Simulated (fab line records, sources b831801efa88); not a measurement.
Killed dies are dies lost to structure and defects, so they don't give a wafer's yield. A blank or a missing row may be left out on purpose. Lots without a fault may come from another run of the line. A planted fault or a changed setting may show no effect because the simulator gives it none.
A struck lot beside a sound one | flow sky130 | 42 steps out of a route of 708
Sound: wafers L713.3, L713.5, L713.6. Struck: wafer L726.6. (L726.1, L726.5 of the same lot were not struck and are left out.) The cause comes at the end.
At each step with rows: each side's tool, then ch and its chambers, then its first start. Under that, the readings that differ: sound wafers | struck wafers | difference of the means | sigmas: that difference in standard deviations of wafers without a fault.
alike: readings whose means differ by less than 2 such deviations, and words and numbers that are the same on both sides. not compared: withheld readings, readings that some wafer has no value for, bounds like >300 that may hide the same value, and numbers for which the record gives no deviation and whose values overlap.
The two part at a step that has a row with sigmas, a row that says differs or no value, or rows on one side only. Numbers that don't overlap but have no deviation are shown without sigmas and don't part them. A reading that every wafer of one side lacks parts them only if that side has two wafers or more.

SKY_PWDE_TW_MEAS_10:
  sound on film_metro-02, day 4 09:05; struck on film_metro-02, day 7 07:30
  alike: PWDE_TW
then, 7 steps without rows for these wafers: SKY_NWELL_DEHYDRATE_03 (time 60 s); SKY_NWELL_HMDS_04 (prime time 60 s); SKY_NWELL_COAT_05 (resist thk 3000 nm); SKY_NWELL_SOFTBAKE_06; SKY_NWELL_EXPOSE_07 (exposes mask NWM, target cd 840 nm); SKY_NWELL_PEB_08; SKY_NWELL_DEVELOP_09 (develop time 60 s).
SKY_NWELL_OVL_MEAS_10:
  sound on overlay-01, day 5 02:50; struck on overlay-02, day 8 03:19
  alike: NWELL_00_OVL
then, 3 steps without rows for these wafers: SKY_NWELL_IMPLANT_11; SKY_NWELL_IMPLANT_12; SKY_NWELL_IMPLANT_13.
SKY_NWELL_STRIP_14: strips in O2/N2.
  sound on plasma_asher-03 ch 0,1, day 5 03:20; struck on plasma_asher-03 ch 1, day 8 03:51
  reading                      | sound             | struck | difference | sigmas
  strip_time_to_endpoint_s (s) | 37.10 37.01 37.01 | 36.84  | -0.20      | -2
  alike: drypump_motor_current_A, oes_product_au
  not compared: rf_hours_counter_h
SKY_NWELL_TW_MEAS_15:
  sound on film_metro-01, day 5 03:26; struck on film_metro-03, day 8 03:57
  alike: NWELL_TW
then, 7 steps without rows for these wafers: SKY_NWELL_DEHYDRATE_16 (time 60 s); SKY_NWELL_HMDS_17 (prime time 60 s); SKY_NWELL_COAT_18 (resist thk 3000 nm); SKY_NWELL_SOFTBAKE_19; SKY_NWELL_EXPOSE_20 (exposes mask NWM COMPLEMENT, target cd 840 nm); SKY_NWELL_PEB_21; SKY_NWELL_DEVELOP_22 (develop time 60 s).
SKY_NWELL_OVL_MEAS_23:
  sound on overlay-01, day 5 21:08; struck on overlay-02, day 9 01:07
  reading           | sound          | struck | difference | sigmas
  NWELL_01_OVL (nm) | -1.0 -0.5 -2.5 | 2.7    | +4.0       | +3
then, 1 step without rows for these wafers: SKY_NWELL_IMPLANT_24.
SKY_NWELL_STRIP_25: strips in O2/N2.
  sound on plasma_asher-02 ch 0,1, day 5 21:20; struck on plasma_asher-01 ch 1, day 9 01:19
  alike: drypump_motor_current_A, oes_product_au, strip_time_to_endpoint_s
  not compared: rf_hours_counter_h
SKY_NWELL_TW_MEAS_26:
  sound on film_metro-03, day 5 21:26; struck on film_metro-02, day 9 01:25
  alike: NWELL_2_TW
then, 1 step without rows for these wafers: SKY_NWELL_CLEAN_27 (cleans in SC1/SC2, time 150 s).
SKY_NWELL_RTA_28: time 30 s.
  sound on rtp_anneal-01 ch 0, day 5 21:33; struck on rtp_anneal-02 ch 0, day 9 01:32
  alike: lamp_power_pct, ramp_down_c_per_s, wafer_temp_C_max
SKY_NWELL_RS_MEAS_29: measures by four-point-probe.
  sound on film_metro-02, day 5 21:40; struck on film_metro-03, day 9 01:38
  alike: NWELL_RS
SKY_NWELL_RS_MEAS_31: measures by four-point-probe.
  sound on film_metro-02, day 5 21:54; struck on film_metro-03, day 9 01:52
  alike: PWDE_RS
then, 7 steps without rows for these wafers: SKY_VT_ADJUST_HVTP_DEHYDRATE_00 (time 60 s); SKY_VT_ADJUST_HVTP_HMDS_01 (prime time 60 s); SKY_VT_ADJUST_HVTP_COAT_02 (resist thk 1140 nm); SKY_VT_ADJUST_HVTP_SOFTBAKE_03 (time 60 s); SKY_VT_ADJUST_HVTP_EXPOSE_04 (exposes mask HVTPM, target cd 380 nm); SKY_VT_ADJUST_HVTP_PEB_05; SKY_VT_ADJUST_HVTP_DEVELOP_06 (develop time 60 s).
SKY_VT_ADJUST_HVTP_CD_MEAS_07: target cd 380 nm.
  sound on cd_sem-01, day 6 17:00; struck on cd_sem-02, day 9 23:58
  alike: cd_nm
SKY_VT_ADJUST_HVTP_OVL_MEAS_08:
  sound on overlay-02, day 6 17:05; struck on overlay-02, day 10 00:05
  alike: VT_ADJUST_HVTP_OVL
then, 1 step without rows for these wafers: SKY_VT_ADJUST_HVTP_IMPLANT_09.
SKY_VT_ADJUST_HVTP_STRIP_10: strips in O2/N2.
  sound on plasma_asher-03 ch 0,1, day 6 17:18; struck on plasma_asher-01 ch 1, day 10 00:16
  reading                     | sound       | struck | difference | sigmas
  drypump_motor_current_A (A) | 5.6 5.6 5.1 | 6.5    | +1.1       | +2
  alike: oes_product_au, strip_time_to_endpoint_s
  not compared: rf_hours_counter_h
SKY_VT_ADJUST_HVTP_TW_MEAS_11:
  sound on film_metro-02, day 6 17:23; struck on film_metro-02, day 10 00:22
  alike: VT_ADJUST_HVTP_TW
-- the record jumps here: 40 days lie between the struck wafers' starts before and after (it left off in module VT_ADJUST_HVTP and takes up again in module PAD_OPEN, whose first step shown is number 708 of the route) --
SKY_PAD_OPEN_PROBE_99:
  the record has rows for the struck wafers here (prober-02, day 49 18:05) and none for the sound ones

WHERE THEY PART
First at SKY_NWELL_STRIP_14; last, within this record, at SKY_PAD_OPEN_PROBE_99.

WHY: what the simulator had put in
Chamber particle source: plasma_asher-03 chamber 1, from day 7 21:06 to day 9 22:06, at SKY_NWELL_STRIP_14. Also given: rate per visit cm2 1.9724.
